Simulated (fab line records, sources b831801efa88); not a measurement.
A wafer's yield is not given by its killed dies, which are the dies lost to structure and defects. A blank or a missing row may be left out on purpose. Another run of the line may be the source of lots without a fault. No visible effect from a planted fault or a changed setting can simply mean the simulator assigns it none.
Which of the tools did it? | flow gf180mcu | 13 lots with 39 wafers sampled at 3 steps, on a route of 602 steps

WHAT THE GAUGES READ, wafer by wafer
GF_VT_IMPLANT_TW_MEAS_32. Usual: VT_IMPLANT_3_TW gives 269.1 (standard deviation 2).
lot  | measured     | on           | VT_IMPLANT_3_TW   | flag
L532 | day 6 21:02  | filmMetro-04 | 265.9 268.2 265.4 | 
L534 | day 7 10:37  | filmMetro-01 | 270.7 270.0 269.7 | 
L536 | day 8 00:36  | filmMetro-04 | 267.2 266.5 265.4 | 
L537 | day 8 07:40  | filmMetro-04 | 265.3 265.8 266.0 | 
L538 | day 8 15:02  | filmMetro-03 | 271.0 270.9 272.1 | 
L539 | day 8 18:11  | filmMetro-04 | 267.1 267.3 267.6 | 
L540 | day 9 01:32  | filmMetro-04 | 267.8 267.8 267.2 | 
L544 | day 10 05:27 | filmMetro-03 | 271.8 271.6 271.5 | 
L549 | day 11 12:11 | filmMetro-01 | 204.7 204.1 205.8 | OFF
L550 | day 12 01:25 | filmMetro-03 | 270.4 270.4 269.8 | 
L551 | day 12 02:37 | filmMetro-04 | 202.8 202.7 203.8 | OFF
L552 | day 12 07:16 | filmMetro-01 | 270.1 269.5 271.3 | 
L554 | day 12 22:35 | filmMetro-01 | 270.8 270.6 271.3 | 

GF_V1_CD_MEAS_14 targets a cd of 260 nm. Usual: 259.6 nm for cdNm, sd 1.3.
lot  | measured     | on       | cdNm (nm)         | flag
L532 | day 18 04:03 | cdSem-02 | 259.8 261.0 260.2 | 
L534 | day 18 22:22 | cdSem-01 | 259.4 259.7 259.1 | 
L536 | day 20 02:31 | cdSem-02 | 260.0 260.4 261.0 | 
L537 | day 20 03:13 | cdSem-02 | 257.7 258.3 258.8 | 
L538 | day 20 14:35 | cdSem-02 | 258.7 259.6 259.4 | 
L539 | day 20 18:58 | cdSem-02 | 259.4 259.9 259.0 | 
L540 | day 21 03:48 | cdSem-02 | 259.4 258.9 260.4 | 
L544 | day 22 16:47 | cdSem-02 | 259.4 259.3 258.3 | 
L549 | day 24 07:34 | cdSem-02 | 257.6 260.0 259.3 | 
L550 | day 25 01:53 | cdSem-01 | 258.1 257.1 259.1 | 
L551 | day 25 06:39 | cdSem-02 | 260.4 259.1 260.0 | 
L552 | day 25 08:20 | cdSem-01 | 258.9 258.4 258.8 | 
L554 | day 25 22:17 | cdSem-02 | 261.3 260.3 261.1 | 

TOOL THAT RAN EACH LOT (tool first, then ch and the chambers of the sampled wafers, then the start)
lot  | GF_VT_IMPLANT_IMPLANT_30
L532 | implanter-01 ch 0, day 6 20:48
L534 | implanter-01 ch 0, day 7 10:22
L536 | implanter-04 ch 0, day 8 00:21
L537 | implanter-03 ch 0, day 8 07:25
L538 | implanter-03 ch 0, day 8 14:47
L539 | implanter-03 ch 0, day 8 17:58
L540 | implanter-01 ch 0, day 9 01:19
L544 | implanter-03 ch 0, day 10 05:14
L549 | implanter-03 ch 0, day 11 11:58
L550 | implanter-04 ch 0, day 12 01:10
L551 | implanter-03 ch 0, day 12 02:23
L552 | implanter-01 ch 0, day 12 07:02
L554 | implanter-04 ch 0, day 12 22:20
- GF_VT_IMPLANT_IMPLANT_30

AS READ BY THE TOOLS THEMSELVES (means over the sampled wafers that have a number; for cases with no such wafer, the mark the record gives instead)
GF_VT_IMPLANT_IMPLANT_30. Usual: doseIonsCm2 2.534e+12, standard deviation 2.5e+09; faradayCurrentUA 14.3, standard deviation 0.31.
lot  | tool         | doseIonsCm2 | faradayCurrentUA | flag
L532 | implanter-01 | 2.532e+12   | 14.0             | 
L534 | implanter-01 | 2.535e+12   | 13.9             | 
L536 | implanter-04 | 2.533e+12   | 13.9             | 
L537 | implanter-03 | 2.534e+12   | 14.4             | 
L538 | implanter-03 | 2.535e+12   | 14.3             | 
L539 | implanter-03 | 2.536e+12   | 14.2             | 
L540 | implanter-01 | 2.536e+12   | 14.3             | 
L544 | implanter-03 | 2.534e+12   | 14.2             | 
L549 | implanter-03 | 9.830e+11   | 5.5              | OFF
L550 | implanter-04 | 2.536e+12   | 14.4             | 
L551 | implanter-03 | 9.774e+11   | 5.5              | OFF
L552 | implanter-01 | 2.533e+12   | 14.5             | 
L554 | implanter-04 | 2.534e+12   | 14.3             | 

THE ANSWER, worked out from the rows above alone
Rule: take the mean of a lot's wafers that have a number; if it is more than 3 standard deviations from the usual mean, the lot is off. Also off: a lot with no number at a reading for which 4 or more lots have one. Any other lot the step has rows for is counted as sound. After the gauges, taken in route order, come the tools' own readings; for these a lot's mean is taken, as printed above. The first step at which some lot is off is used, and at that step the reading that is off furthest; a lot without a number counts as furthest.
Off: at GF_VT_IMPLANT_TW_MEAS_32 (VT_IMPLANT_3_TW), L549, L551.
If a tool, at a process step before that reading, ran all the lots that are off and no sound lot after the first of them, it fits. The gauges at GF_VT_IMPLANT_TW_MEAS_32 aren't tried: what is off there is off at GF_VT_IMPLANT_IMPLANT_30 too, on other tools, and a gauge's error can't cause that. One fits: implanter-03 at GF_VT_IMPLANT_IMPLANT_30. A fault onset in the window from L544 (day 10 05:14, its last sound lot) to L549 (day 11 11:58, its first lot off) fits.
The tool's own readings at GF_VT_IMPLANT_IMPLANT_30 bear it out: on the lots that are off they differ by more than 5 times the standard deviation of the sound lots' means. doseIonsCm2 reads 9.802e+11 there against 2.534e+12 on the sound lots; faradayCurrentUA reads 5.5 there against 14.2 on the sound lots.

WHAT HAD BEEN PUT IN BY THE SIMULATOR
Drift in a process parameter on implanter-03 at GF_VT_IMPLANT_IMPLANT_30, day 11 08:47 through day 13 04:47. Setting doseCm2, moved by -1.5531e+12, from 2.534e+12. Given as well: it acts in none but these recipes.
Struck lots among those shown: L549, L551. The same result came from the rule above.
